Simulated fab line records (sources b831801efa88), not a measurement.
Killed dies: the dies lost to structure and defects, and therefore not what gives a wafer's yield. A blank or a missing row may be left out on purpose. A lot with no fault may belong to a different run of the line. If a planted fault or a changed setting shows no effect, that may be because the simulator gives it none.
A lot that was struck, set against a sound lot -- flow gf180mcu -- 15 steps out of a route of 602
Sound: these wafers, L470.1, L470.4, L470.5. Wafers L473.1, L473.2, L473.3 were the ones struck. The cause is given at the end.
Order at every step that has rows: each side's tool, ch and its chambers, its first start. Under that, the readings that differ: sound wafers -- struck wafers -- difference of the means -- sigmas: that difference in standard deviations of wafers without a fault.
alike: words and numbers the same on both sides, and readings whose means are apart by under 2 such deviations; not compared: readings that were withheld, readings missing a value for some wafer, numbers with overlapping values and no deviation given by the record, and bounds like >300 which may hide the same value.
The two part at a step that has a row with sigmas, a row that says differs or no value, or rows on one side only. Numbers that don't overlap but have no deviation are shown without sigmas and don't part them. A reading missing from all wafers of one side parts the sides only when that side holds two or more wafers.

first, 4 steps without rows for these wafers: GF_SAB_SOFTBAKE_05 (time 60 s); GF_SAB_EXPOSE_06 (exposes mask SAB, target cd 420 nm); GF_SAB_PEB_07; GF_SAB_DEVELOP_08 (develop time 60 s).
GF_SAB_CD_MEAS_09: target cd 420 nm.
  struck on cd sem-01, day 19 15:10; sound on cd sem-02, day 18 15:17
  alike: cd nm
GF_SAB_OVL_MEAS_10:
  struck on overlay-01, day 19 15:17; sound on overlay-01, day 18 15:25
  alike: SAB_OVL
GF_SAB_ETCH_11: etches SiO2 in C4F8/O2/Ar, target depth 55 nm, time 8.5 s.
  sound on rie diel-04 ch 0,2, day 18 15:26; struck on rie diel-02 ch 1,2,3, day 19 15:19
  alike: oes product au
  not compared: rf hours counter h
then, 1 step without rows for these wafers: GF_SAB_WET_ETCH_12 (etches SiO2 in dHF, target depth 22 nm, time 440 s).
GF_SAB_STRIP_13: strips in O2/N2.
  sound on plasma asher-03 ch 1, day 18 15:36; struck on plasma asher-01 ch 0,1, day 19 15:29
  alike: drypump motor current A, heater power w, oes product au, platen temp c, strip time to endpoint s
  not compared: rf hours counter h
then, 2 steps without rows for these wafers: GF_SALICIDE_CLEAN_00 (cleans in SC1/SC2, time 150 s); GF_SALICIDE_WET_ETCH_01 (etches SiO2 in dHF, target depth 5 nm, time 100 s).
GF_SALICIDE_SPUTTER_02: material Co, target thk 10 nm, time 20 s.
  struck on pvd sputter-01, day 19 15:40; sound on pvd sputter-03, day 18 15:47
  alike: cathode dc power W, chamber pressure pa, throttle valve pct
GF_SALICIDE_SPUTTER_03: material TiN, target thk 20 nm, time 16.7 s.
  struck on pvd sputter-01, day 19 15:41; sound on pvd sputter-03, day 18 15:49
  no value came back on the struck wafers for cathode dc power W (W), chamber pressure pa (Pa), throttle valve pct (%); on the sound wafers cathode dc power W (W) reads 6498.3 6501.1 6498.7
GF_SALICIDE_RS_MEAS_04: uses a four-point probe to measure.
  struck on film metro-02, day 19 16:13; sound on film metro-02, day 18 15:50
reading,sound,struck,difference,sigmas
SALICIDE_TIN_RS (ohm/sq),16.6 16.8 16.8,28.0 26.7 27.4,+10.6,+34
  not compared: hold
GF_SALICIDE_THK_MEAS_05: measures by xrf.
  struck on film metro-02, day 19 21:37; sound on film metro-02, day 18 15:58
reading,sound,struck,difference,sigmas
SALICIDE_TIN_THK (nm),20.46 20.38 19.97,<0.00 <0.00 <0.00,differs,
  not compared: hold

## WHERE THEY PART
Last at GF_SALICIDE_THK_MEAS_05 as far as this record goes, first at GF_SALICIDE_SPUTTER_03.

WHY: the cause the simulator had injected
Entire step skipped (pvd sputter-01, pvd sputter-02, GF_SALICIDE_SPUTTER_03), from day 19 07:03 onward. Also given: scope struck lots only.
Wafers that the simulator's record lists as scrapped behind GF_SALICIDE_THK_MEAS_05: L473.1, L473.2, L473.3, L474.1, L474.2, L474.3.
